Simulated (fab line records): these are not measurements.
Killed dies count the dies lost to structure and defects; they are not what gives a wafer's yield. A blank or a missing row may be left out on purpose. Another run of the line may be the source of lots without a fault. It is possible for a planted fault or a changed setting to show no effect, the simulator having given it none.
Code-filled problem report in 8D (eight disciplines) form	flow sfq-line	the parts of the form that need people (team, actions taken, sign-off) are left out

== 1. WHAT IS WRONG ==
Mean of cathode-dc-power-W at SFQ_TRILAYER_R5_DEP_SPUTTER_132: 1590.7 W across 2 wafers in 2 lots; on wafers with no fault it is 2000.0 W (standard deviation 0.36). That is -99 or more standard deviations from the usual mean.
The step: material Ti, target thk 5 nm, time 5 s.
The first sign was on wafer L787.4 at day 64 19:16, on pvd-sputter-06. The record has a number at this step for 42 wafers belonging to 14 lots. The rule behind "out" and "out of limits": a value lying over 4 standard deviations away from the usual mean. The other wafers with a number count as sound.

== 2. WHAT IT IS AND WHAT IT IS NOT ==
question	is	is not
which readings at this step	cathode-dc-power-W	throttle-valve-pct
which lots	L787, L789	L773, L774, L775, L777, L778, L779, L780, L786, L792, L794, L795, L796
which wafers of those lots	L787.4, L789.6	L787.2, L787.3, L789.2, L789.3
read on which tools	pvd-sputter-06	pvd-sputter-04, pvd-sputter-05
when	from day 64 19:16	up to then (26 sound wafers); but 14 sound wafers of L789, L792, L794, L795, L796 came after

== 3. SUSPECTS, AND WHAT RULES EACH OUT ==
Counting: a tool at a process step up to the reading stays a suspect if it ran every lot that is out. Sound lots after the first of them don't rule it out here, since some wafers of a struck lot are sound.
- pvd-sputter-06 at SFQ_TRILAYER_R5_DEP_SPUTTER_132 (material Ti, target thk 5 nm, time 5 s): kept. Every lot that is out went through it, the first being L787 (day 64 19:16); the last sound lot it ran before that was L780 (day 58 03:40). On those wafers its own readings are out: cathode-dc-power-W.
Remaining after the count: pvd-sputter-06 at SFQ_TRILAYER_R5_DEP_SPUTTER_132.

== 4. THE CAUSE (what the simulator had put in) ==
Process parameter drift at SFQ_TRILAYER_R5_DEP_SPUTTER_132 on pvd-sputter-06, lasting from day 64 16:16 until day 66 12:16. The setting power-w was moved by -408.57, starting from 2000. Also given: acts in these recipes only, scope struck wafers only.
Only this tool survived the counting.

== 5. THE CHAIN OF EFFECTS, in route order ==
Each row: a reading where the mean over the struck wafers with a number is more than 3 standard deviations away from the usual. Readings are gone through only where the record gives a usual standard deviation; hours: the median, over the lots, of the time from a lot's start at the first step in this table giving one to that lot's start at this step; sigmas: the change measured in usual standard deviations.
hours	step	reading	usual	on struck wafers	change	sigmas
0	SFQ_TRILAYER_R5_DEP_SPUTTER_132	cathode-dc-power-W	2000.0 W	1590.7	-409.3	-99 or more
Process steps it contains:
- SFQ_TRILAYER_R5_DEP_SPUTTER_132: material Ti, target thk 5 nm, time 5 s.

== 6. HOW IT WOULD HAVE BEEN CAUGHT EARLIER ==
First out-of-limits reading in this record: day 64 19:16, which is 3 hours after fault onset at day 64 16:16.
